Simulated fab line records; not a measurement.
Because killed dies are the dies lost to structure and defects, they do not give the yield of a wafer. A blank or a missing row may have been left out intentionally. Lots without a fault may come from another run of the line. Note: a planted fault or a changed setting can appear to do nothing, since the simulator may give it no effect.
The tool behind it: which one? | flow sky130 | 18 wafers from 6 lots sampled at 2 of the route's 708 steps

== WHAT THE GAUGES SHOWED, per wafer ==
SKY_CAPM_THK_MEAS_01.
lot  | measured     | on            | CAPM_CVD_00_THK (nm)
L332 | day 36 13:00 | film metro-02 | 15.26 15.47 15.37
L334 | day 37 06:39 | film metro-02 | 15.61 15.81 15.66
L337 | day 38 04:58 | film metro-03 | 15.67 15.69 15.90
L344 | day 40 08:11 | film metro-02 | 15.02 15.52 15.45
L347 | day 41 05:38 | film metro-02 | 15.35 15.57 15.79
L351 | day 42 11:34 | film metro-02 | 15.78 15.52 15.85

== TOOL THAT RAN EACH LOT (tool first, then ch and the chambers of the sampled wafers, then the start) ==
lot  | SKY_METAL3_SPUTTER_00
L332 | pvd sputter-01, day 36 12:48
L334 | pvd sputter-01, day 37 06:29
L337 | pvd sputter-03, day 38 04:47
L344 | pvd sputter-01, day 40 07:58
L347 | pvd sputter-01, day 41 05:26
L351 | pvd sputter-01, day 42 11:22
- SKY_METAL3_SPUTTER_00: material Ti, target thk 15 nm, time 10 s.

== THE ANSWER, worked out from the rows above alone ==
Rule: usual is defined by the lots themselves. Put in order of their means at a reading, lots are off if they are a third of the lots or fewer, leave a main group of 4 or more, and stand apart from it by a gap of 3 or more times the standard deviation of the main group's means; of several such gaps the widest counts. A main group whose means are all the same, to the digits that the tables above print for the reading, isn't used. Also off: a lot with no number at a reading for which 4 or more lots have one. Where the step has rows for the other lots, those lots are counted as sound.
Across all readings shown, no lot is off: no conclusion can be drawn from this.

== WHAT HAD BEEN PUT IN BY THE SIMULATOR ==
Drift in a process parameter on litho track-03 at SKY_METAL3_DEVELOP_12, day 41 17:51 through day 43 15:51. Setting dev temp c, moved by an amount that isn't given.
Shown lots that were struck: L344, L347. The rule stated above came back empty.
